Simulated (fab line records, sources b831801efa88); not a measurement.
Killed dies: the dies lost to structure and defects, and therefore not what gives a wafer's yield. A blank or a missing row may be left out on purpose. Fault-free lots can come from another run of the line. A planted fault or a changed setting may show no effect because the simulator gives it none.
Comparing a struck lot with a sound one :: flow gf180mcu :: 18 out of 602 route steps
Sound: wafers L287.2, L287.3, L287.4. Struck: wafers L293.1, L293.3 (left out: L293.5, a lot-mate that was not struck); the cause follows at the end.
For every step that has rows: the tool of each side, followed by ch and its chambers, followed by its first start. Under that, the readings that differ: sound wafers :: struck wafers :: difference of the means :: sigmas: that difference in standard deviations of wafers without a fault.
alike: a reading whose means differ by less than 2 such deviations, as well as words and numbers matching on both sides. not compared: withheld readings; readings where some wafer has no value; bounds like >300 that might hide an equal value; numbers whose values overlap and for which the record gives no deviation.
Wherever a step has rows on one side only, a row that says differs or no value, or a row with sigmas, the two part there. Numbers that don't overlap but have no deviation are shown without sigmas and don't part them. Lack of a reading on every wafer of one side parts them only where that side has two or more wafers.

first, 3 steps without rows for these wafers: GF_V2_EXPOSE_11 (exposes mask Via2, target cd 260 nm); GF_V2_PEB_12 (peb time 90 s); GF_V2_DEVELOP_13 (develop time 60 s).
GF_V2_CD_MEAS_14 targets a cd of 260 nm.
  struck on cd_sem-02, day 23 10:26; sound on cd_sem-02, day 21 12:01
  alike: cd_nm
GF_V2_OVL_MEAS_15:
  struck on overlay-02, day 23 10:33; sound on overlay-02, day 21 12:08
  alike: V2_OVL
GF_V2_ETCH_16: etches BARC in N2/H2.
  sound on rie_diel-03 ch 1,2,3, day 21 12:10; struck on rie_diel-03 ch 2,3, day 23 10:35
  alike: bias_w, drypump_motor_current_A, oes_product_au, throttle_valve_pct
GF_V2_ETCH_17: etches SiO2 in C4F8/O2/Ar, stops on TiN, target depth 630 nm.
  sound on rie_diel-03 ch 1,2,3; struck on rie_diel-03 ch 2,3
  alike: bias_w, oes_product_au
GF_V2_STRIP_18: strips in O2/N2.
  sound on plasma_asher-01 ch 0,1, day 21 12:17; struck on plasma_asher-03 ch 1, day 23 10:43
reading: drypump_motor_current_A (A)
sound: 5.5 6.0 5.5
struck: 6.5 6.6
difference: +0.9
sigmas: +2
  alike: heater_power_w, oes_product_au
  not compared: rf_hours_counter_h
then, 2 steps without rows for these wafers: GF_V2_STRIP_19 (strips in post etch residue remover, time 1200 s); GF_V2_CLEAN_20 (cleans in DIW).
GF_V2_SPUTTER_21: material Ti, target thk 15 nm, time 80.02 s.
  struck on pvd_sputter-01, day 23 11:17; sound on pvd_sputter-01, day 21 12:51
  alike: throttle_valve_pct
GF_V2_SPUTTER_22: material TiN, target thk 10 nm, time 40 s.
  struck on pvd_sputter-01, day 23 11:20; sound on pvd_sputter-01, day 21 12:55
  alike: throttle_valve_pct
GF_V2_CVD_23: deposits W, target thk 350 nm, time 104.94 s.
  sound on cvd_w-01 ch 0,1, day 21 12:57; struck on cvd_w-01 ch 0, day 23 11:23
reading: model.W_of_V2_CVD_23.thk_nm (nm)
sound: 350.3 352.5 355.4
struck: 257.6 258.6
difference: -94.6
sigmas: 
  alike: heater_power_w
GF_V2_RS_MEAS_24: measurement is done with a four-point probe.
  struck on film_metro-02, day 23 11:30; sound on film_metro-02, day 21 13:05
reading: V2_W_RS (ohm/sq)
sound: 0.327 0.324 0.322
struck: 0.446 0.444
difference: +0.121
sigmas: +27
GF_V2_THK_MEAS_25: measures by xrf.
  struck on film_metro-02, day 23 11:37; sound on film_metro-02, day 21 13:11
reading: V2_W_THK (nm)
sound: 344 344 346
struck: 253 255
difference: -91
sigmas: -17
GF_V2_CMP_26: polishes, stops on SiO2, t overpolish 15 s, target thk 0 nm.
  sound on cmp-02 ch 1,2,3, day 21 13:14; struck on cmp-01 ch 1,2, day 23 11:47
reading: time_to_endpoint_s (s)
sound: 80 86 87
struck: 63 64
difference: -21
sigmas: -5
  alike: motor_current_A
then, 1 step without rows for these wafers: GF_M3_SPUTTER_00 (material Ti, target thk 37.5 nm, time 150 s).
GF_PASSIVATION_PROBE_99:
  the record has rows for the sound wafers here (prober-01, day 30 00:53) and none for the struck ones

== WHERE THEY PART ==
Earliest at GF_V2_STRIP_18; latest, in this record, at GF_PASSIVATION_PROBE_99.

WHY: what the simulator had put in
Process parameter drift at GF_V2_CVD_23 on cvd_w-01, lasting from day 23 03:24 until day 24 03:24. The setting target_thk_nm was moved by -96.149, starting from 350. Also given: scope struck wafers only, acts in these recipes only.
